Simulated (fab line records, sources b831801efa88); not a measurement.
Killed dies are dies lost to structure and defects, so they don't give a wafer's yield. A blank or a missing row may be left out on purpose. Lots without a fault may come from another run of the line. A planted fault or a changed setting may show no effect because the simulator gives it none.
One fault seen from 2 desks | flow sky130 | each desk has only its own numbers; what lay behind them comes last

THE METROLOGY DESK
What the gauges read, lot by lot, whatever tool the lot ran on: means of the sampled wafers that have a number. A lot is out of limits, marked OUT, if its mean lies more than 4 standard deviations from the usual mean; the brackets give that distance.
Columns: A = METAL1_ALCU_THK at SKY_METAL1_THK_MEAS_06, usual 252.7 nm; B = cd_nm at SKY_METAL1_CD_MEAS_15, usual 139.8 nm; C = VIA1_HDPCVD_THK at SKY_VIA1_THK_MEAS_01, usual 1032 nm
lot  | first seen here | A     | B     | C
L677 | day 31 10:58    | 251.8 | 142.1 | 1043
L678 | day 31 21:17    | 248.8 | 138.7 | 1046
L679 | day 32 08:55    | 251.5 | 140.3 | 1022
L680 | day 32 09:10    | 253.8 | 142.2 | 1035
L681 | day 32 17:40    | 250.2 | 139.4 | 1022
L685 | day 33 22:25    | 253.6 | 140.6 | 1035
L686 | day 34 15:19    | 254.2 | 139.0 | 1031
L692 | day 37 22:45    | 252.2 | 137.7 | 838 (-18) OUT
L695 | day 38 02:07    | 252.5 | 142.3 | 1026
L696 | day 38 04:38    | 252.7 | 137.3 | 831 (-18) OUT
L694 | day 38 05:04    | 256.7 | 139.0 | 838 (-18) OUT
L697 | day 38 07:21    | 251.2 | 135.5 | 1026
This desk's finding: out of limits on L692, L694, L696; first on L692, day 38 20:40 (VIA1_HDPCVD_THK at SKY_VIA1_THK_MEAS_01). In limits: L677, L678, L679, L680, L681, L685, L686, L695, L697.

THE TOOL OWNER'S DESK: hdpcvd-02
The tool's own readings at SKY_VIA1_HDPCVD_00 (deposits SiO2, target thk 1030 nm, time 171.7 s): means of the sampled wafers that have a number, for each lot that ran on this tool. A lot is out of limits, marked OUT, if its mean lies more than 4 standard deviations from the usual mean; the brackets give that distance.
Columns: A = sih4_flow_sccm at SKY_VIA1_HDPCVD_00, usual 60.00 sccm
lot  | first seen here | A
L677 | day 32 15:01    | 59.92
L678 | day 33 01:24    | 59.96
L680 | day 33 12:39    | 59.99
L692 | day 38 20:33    | 48.05 (-75) OUT
L696 | day 39 05:44    | 48.26 (-73) OUT
L694 | day 39 06:53    | 47.80 (-76) OUT
This desk's finding: out of limits on L692, L694, L696; first on L692, day 38 20:33 (sih4_flow_sccm at SKY_VIA1_HDPCVD_00). In limits: L677, L678, L680.

PUT TOGETHER
The tool owner's desk could have raised an alarm at day 38 20:33, on L692, L694, L696.
The metrology desk could have raised an alarm at day 38 20:40, on L692, L694, L696.
Of the lots named, all ran SKY_VIA1_HDPCVD_00 on hdpcvd-02.

WHAT THE SIMULATOR HAD PUT IN
Process parameter drift: hdpcvd-02, from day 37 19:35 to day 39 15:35, at SKY_VIA1_HDPCVD_00. Setting sih4_flow_sccm, moved by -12, from 60. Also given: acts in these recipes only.
Lots struck among those shown: L692, L694, L696.
Hours from the fault's start to each desk's first reading out of limits: the tool owner's desk, 25; the metrology desk, 25.
